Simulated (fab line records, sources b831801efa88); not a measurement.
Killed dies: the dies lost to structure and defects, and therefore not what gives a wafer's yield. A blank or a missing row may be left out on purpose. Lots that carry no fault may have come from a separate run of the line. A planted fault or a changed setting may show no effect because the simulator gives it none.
A lot that was struck, set against a sound lot | flow gf180mcu | 44 steps out of a route of 602
Sound: the wafers L813.2, L813.4, L813.6. Struck: wafers L809.4, L809.6 (left out: L809.3, a lot-mate that was not struck); the cause follows at the end.
At each step with rows: each side's tool, then ch and its chambers, then its first start. Under that, the readings that differ: sound wafers | struck wafers | difference of the means | sigmas: that difference in standard deviations of wafers without a fault.
alike: readings whose means differ by less than 2 such deviations, and words and numbers that are the same on both sides. not compared: withheld readings, readings that some wafer has no value for, bounds like >300 that may hide the same value, and numbers for which the record gives no deviation and whose values overlap.
A row with sigmas, a row that says differs or no value, or rows on one side alone: a step with any of these is where the two part. Non-overlapping numbers with no deviation appear without sigmas and do not part them. A reading that every wafer of one side lacks parts them only if that side has two wafers or more.

first, 3 steps without rows for these wafers: GF_V3_STRIP_19 (strips in post etch residue remover, time 1200 s); GF_V3_CLEAN_20 (cleans in DIW); GF_V3_SPUTTER_21 (material Ti, target thk 15 nm, time 80.02 s).
GF_V3_SPUTTER_22: material TiN, target thk 10 nm, time 40 s.
  sound: pvd_sputter-02 at day 25 22:26; struck: pvd_sputter-02 at day 24 15:01
  alike: cathode_dc_power_W, chamber_pressure_pa, throttle_valve_pct
GF_V3_CVD_23: deposits W, target thk 350 nm, time 104.9 s.
  sound on cvd_w-01 ch 0,1, day 25 22:29; struck on cvd_w-02 ch 0,1, day 24 15:05
  alike: heater_power_w
GF_V3_RS_MEAS_24: measurement is done with a four-point probe.
  sound: film_metro-01 at day 25 22:37; struck: film_metro-04 at day 24 15:12
  reading          | sound             | struck      | difference | sigmas
  V3_W_RS (ohm/sq) | 0.317 0.314 0.313 | 0.320 0.331 | +0.011     | +2
GF_V3_THK_MEAS_25: measures by xrf.
  sound: film_metro-01 at day 25 22:43; struck: film_metro-04 at day 24 15:18
  alike: V3_W_THK
GF_V3_CMP_26: polishes, stops on SiO2, t overpolish 15 s, target thk 0 nm.
  sound on cmp-01 ch 0,1,2, day 25 22:52; struck on cmp-01 ch 2,3, day 24 15:23
  alike: motor_current_A, overpolish_run_s, time_to_endpoint_s
then, 4 steps without rows for these wafers: GF_M4_SPUTTER_00 (material Ti, target thk 37.5 nm, time 150 s); GF_M4_SPUTTER_01 (material TiN, target thk 30 nm, time 25 s); GF_M4_SPUTTER_02 (material AlCu, target thk 450 nm, time 23.9 s); GF_M4_SPUTTER_03 (material Ti, target thk 10 nm, time 6.7 s).
GF_M4_SPUTTER_04: material TiN, target thk 50 nm, time 41.7 s.
  sound: pvd_sputter-04 at day 25 23:15; struck: pvd_sputter-01 at day 24 15:49
  reading                                | sound                | struck        | difference | sigmas
  cathode_dc_power_W (W)                 | 6499.5 6500.7 6502.1 | 5861.1 5862.0 | -639.2     | -99 or more
  chamber_pressure_pa (Pa)               | 0.3993 0.3995 0.3991 | 0.4019 0.4011 | +0.0022    | +3
  throttle_valve_pct (%)                 | 31.3 30.0 30.8       | 27.0 26.7     | -3.8       | -3
  model.TiN_of_M4_SPUTTER_04.thk_nm (nm) | 50.47 49.58 50.49    | 43.68 43.52   | -6.58      |
GF_M4_RS_MEAS_05: measurement is done with a four-point probe.
  sound: film_metro-03 at day 25 23:19; struck: film_metro-02 at day 24 15:54
  alike: M4_ALCU_RS
GF_M4_THK_MEAS_06: measures by xrf.
  sound: film_metro-03 at day 25 23:25; struck: film_metro-02 at day 24 16:00
  reading          | sound       | struck  | difference | sigmas
  M4_ALCU_THK (nm) | 447 447 449 | 458 458 | +10        | +2
then, 7 steps without rows for these wafers: GF_M4_DEHYDRATE_07 (time 60 s); GF_M4_HMDS_08 (prime time 60 s); GF_M4_COAT_09 (resist thk 1000 nm); GF_M4_SOFTBAKE_10 (time 60 s); GF_M4_EXPOSE_11 (exposes mask Metal4, target cd 280 nm); GF_M4_PEB_12 (peb time 90 s); GF_M4_DEVELOP_13 (develop time 60 s).
GF_M4_CD_MEAS_14: target cd 280 nm.
  sound: cd_sem-01 at day 26 19:33; struck: cd_sem-02 at day 25 13:28
  alike: cd_nm
GF_M4_OVL_MEAS_15:
  sound: overlay-02 at day 26 19:40; struck: overlay-01 at day 25 13:34
  alike: M4_OVL
then, 1 step without rows for these wafers: GF_M4_METAL_ETCH_16 (etches the open film in Cl2/BCl3, stops on SiO2, target depth 627.5 nm, time 104.6 s).
GF_M4_STRIP_17: strips in O2/N2.
  sound on plasma_asher-04 ch 0,1, day 26 19:48; struck on plasma_asher-04 ch 0,1, day 25 13:44
  alike: drypump_motor_current_A, heater_power_w, oes_product_au, strip_time_to_endpoint_s
  not compared: rf_hours_counter_h
then, 3 steps without rows for these wafers: GF_M4_STRIP_18 (strips in post etch residue remover, time 1200 s); GF_M4_CLEAN_19 (cleans in DIW); GF_V4_CVD_00 (deposits SiO2, target thk 600 nm, time 100 s).
GF_V4_THK_MEAS_01:
  sound: film_metro-03 at day 26 20:28; struck: film_metro-01 at day 25 14:22
  alike: V4_CVD_00_THK
GF_V4_CVD_02: deposits SiO2 from TEOS, target thk 850 nm, time 94.851 s.
  sound on pecvd-01 ch 0,1, day 26 20:31; struck on pecvd-03 ch 0,1, day 25 14:24
  alike: heater_power_w
GF_V4_THK_MEAS_03:
  sound: film_metro-03 at day 26 20:35; struck: film_metro-03 at day 25 14:29
  reading            | sound       | struck  | difference | sigmas
  V4_CVD_02_THK (nm) | 866 882 884 | 854 836 | -32        | -3
then, 1 step without rows for these wafers: GF_V4_CMP_04 (polishes SiO2).
GF_V4_BOW_MEAS_05:
  sound: film_metro-03 at day 26 20:58; struck: film_metro-02 at day 25 14:52
  alike: V4_BOW
then, 8 steps without rows for these wafers: GF_V4_DEHYDRATE_06 (time 60 s); GF_V4_HMDS_07 (prime time 60 s); GF_V4_COAT_08; GF_V4_COAT_09 (resist thk 1000 nm); GF_V4_SOFTBAKE_10 (time 60 s); GF_V4_EXPOSE_11 (exposes mask Via4, target cd 260 nm); GF_V4_PEB_12 (peb time 90 s); GF_V4_DEVELOP_13 (develop time 60 s).
GF_V4_STRIP_19: strips in post etch residue remover, time 1200 s.
  sound on wet_bench-02 ch 1, day 27 18:13; struck on wet_bench-02 ch 0, day 26 12:16
  reading                                | sound             | struck      | difference | sigmas
  model.TiN_of_M4_SPUTTER_04.thk_nm (nm) | 49.63 48.74 49.64 | 42.84 42.67 | -6.58      |
-- the record jumps here: 4 days lie between the struck wafers' starts before and after (it left off in module V4 and takes up again in module PASSIVATION, whose first step shown is number 602 of the route) --
GF_PASSIVATION_PROBE_99:
  rows exist in the record for the struck wafers here (prober-01, day 30 21:30), but not for the sound ones

== WHERE THEY PART ==
Earliest at GF_V3_RS_MEAS_24; latest, in this record, at GF_PASSIVATION_PROBE_99.

WHY: what the simulator had put in
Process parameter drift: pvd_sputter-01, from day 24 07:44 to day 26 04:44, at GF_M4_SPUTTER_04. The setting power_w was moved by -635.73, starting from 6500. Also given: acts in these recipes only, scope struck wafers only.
